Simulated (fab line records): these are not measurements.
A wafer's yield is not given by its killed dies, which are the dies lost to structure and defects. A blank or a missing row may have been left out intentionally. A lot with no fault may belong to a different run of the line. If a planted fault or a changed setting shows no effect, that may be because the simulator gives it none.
Chamber matching / flow gf180mcu / GF_V5_ETCH_16 on rie diel-04 has 4 sister chambers
The step etches BARC in N2/H2. 4 wafers are shown with their chamber, then 8 later ones without.

EACH WAFER AND ITS CHAMBER
wafer=L085.2; chamber=1; drypump motor current A (A)=6.5
wafer=L085.3; chamber=3; drypump motor current A (A)=6.3
wafer=L085.6; chamber=0; drypump motor current A (A)=5.3
wafer=L090.2; chamber=2; drypump motor current A (A)=5.6

WAFERS WHOSE CHAMBER IS MISSING
wafer=L090.3; drypump motor current A (A)=6.5
wafer=L090.6; drypump motor current A (A)=5.4
wafer=L091.2; drypump motor current A (A)=5.4
wafer=L091.4; drypump motor current A (A)=6.3
wafer=L091.5; drypump motor current A (A)=5.4
wafer=L097.4; drypump motor current A (A)=6.3
wafer=L097.5; drypump motor current A (A)=6.3
wafer=L097.6; drypump motor current A (A)=5.3

WHICH CHAMBER EACH WENT THROUGH
wafer=L090.3; from the rows above=1; in truth=1
wafer=L090.6; from the rows above=can't be placed: 0 or 2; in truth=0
wafer=L091.2; from the rows above=can't be placed: 0 or 2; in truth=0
wafer=L091.4; from the rows above=3; in truth=3
wafer=L091.5; from the rows above=can't be placed: 0 or 2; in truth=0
wafer=L097.4; from the rows above=3; in truth=3
wafer=L097.5; from the rows above=3; in truth=3
wafer=L097.6; from the rows above=0; in truth=0
Placed correctly: 5 of 8. From these rows, 3 cannot be placed; in 3 the true chamber is one of the candidates. 0 placed wrongly.
How it was worked out, from the rows above alone: a wafer's distance from a chamber is the root of the sum, over the readings, of the square of ((its reading less the chamber's mean) divided by the reading's scatter). If the next closest chamber is less than 2 further off than the closest, the wafer can't be placed; otherwise it belongs to the closest. The mean given for a chamber averages the wafers shown for that chamber. The scatter: root of mean squared gap, hidden wafer to nearest shown wafer, with one shown wafer a chamber.
